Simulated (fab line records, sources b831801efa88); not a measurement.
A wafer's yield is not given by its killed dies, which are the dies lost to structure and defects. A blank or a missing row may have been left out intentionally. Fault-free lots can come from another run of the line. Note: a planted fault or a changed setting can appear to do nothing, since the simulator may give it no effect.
A struck lot beside a sound one    flow gf180mcu    14 out of 602 route steps
Sound: the wafers L905.1, L905.3, L905.6. Wafers L893.2, L893.4, L893.6 were the ones struck. The cause is given at the end.
For every step that has rows: the tool of each side, followed by ch and its chambers, followed by its first start. Under that, the readings that differ: sound wafers    struck wafers    difference of the means    sigmas: that difference in standard deviations of wafers without a fault.
alike: words and numbers the same on both sides, and readings whose means are apart by under 2 such deviations; not compared: readings that were withheld, readings missing a value for some wafer, numbers with overlapping values and no deviation given by the record, and bounds like >300 which may hide the same value.
Wherever a step has rows on one side only, a row that says differs or no value, or a row with sigmas, the two part there. Numbers that have no deviation but don't overlap get no sigmas and don't part them. A reading that every wafer of one side lacks parts them only if that side has two wafers or more.

GF_V4_OVL_MEAS_15:
  sound on overlay-02, day 31 02:04; struck on overlay-01, day 27 19:35
  alike: V4_OVL
GF_V4_ETCH_16: etches BARC in N2/H2.
  sound on rie_diel-03 ch 1,2,3, day 31 02:06; struck on rie_diel-01 ch 0,2,3, day 27 19:37
  alike: drypump_motor_current_A, oes_product_au, throttle_valve_pct
then, 1 step without rows for these wafers: GF_V4_ETCH_17 (etches SiO2 in C4F8/O2/Ar, stops on TiN, target depth 630 nm).
GF_V4_STRIP_18: strips in O2/N2.
  sound on plasma_asher-02 ch 0, day 31 02:14; struck on plasma_asher-03 ch 0,1, day 27 19:44
  alike: drypump_motor_current_A, heater_power_w, o2_flow_sccm, oes_product_au
  not compared: rf_hours_counter_h
then, 2 steps without rows for these wafers: GF_V4_STRIP_19 (strips in post etch residue remover, time 1200 s); GF_V4_CLEAN_20 (cleans in DIW).
GF_V4_SPUTTER_21: material Ti, target thk 15 nm, time 80.02 s.
  sound on pvd_sputter-01, day 31 02:46; struck on pvd_sputter-01, day 27 20:17
  alike: cathode_dc_power_W, chamber_pressure_pa, throttle_valve_pct
then, 1 step without rows for these wafers: GF_V4_SPUTTER_22 (material TiN, target thk 10 nm, time 40 s).
GF_V4_CVD_23: deposits W, target thk 350 nm, time 104.9 s.
  sound on cvd_w-02 ch 0,1, day 31 02:52; struck on cvd_w-02 ch 0, day 27 20:23
  alike: chamber_pressure_Torr, heater_power_w
GF_V4_RS_MEAS_24: measurement is done with a four-point probe.
  sound on film_metro-04, day 31 02:59; struck on film_metro-01, day 27 20:31
  alike: V4_W_RS
GF_V4_THK_MEAS_25: measures by xrf.
  sound on film_metro-04, day 31 03:06; struck on film_metro-01, day 27 20:37
  alike: V4_W_THK
then, 1 step without rows for these wafers: GF_V4_CMP_26 (polishes, stops on SiO2, t overpolish 15 s, target thk 0 nm).
GF_MIM_SPUTTER_00: material Ti, target thk 37.5 nm, time 150 s.
  sound on pvd_sputter-03, day 31 03:28; struck on pvd_sputter-02, day 27 20:58
  no value came back on the struck wafers for cathode_dc_power_W (W), chamber_pressure_pa (Pa), throttle_valve_pct (%); on the sound wafers cathode_dc_power_W (W) reads 4000.5 4000.5 4000.7
GF_MIM_SPUTTER_01: material TiN, target thk 30 nm, time 25 s.
  sound on pvd_sputter-03, day 31 03:34; struck on pvd_sputter-02, day 27 21:04
  alike: cathode_dc_power_W, chamber_pressure_pa, throttle_valve_pct

== WHERE THEY PART ==
Only at GF_MIM_SPUTTER_00, as far as this record shows. Later steps at which nothing parts them and some readings are alike: GF_MIM_SPUTTER_01.

WHY: what had been put in by the simulator
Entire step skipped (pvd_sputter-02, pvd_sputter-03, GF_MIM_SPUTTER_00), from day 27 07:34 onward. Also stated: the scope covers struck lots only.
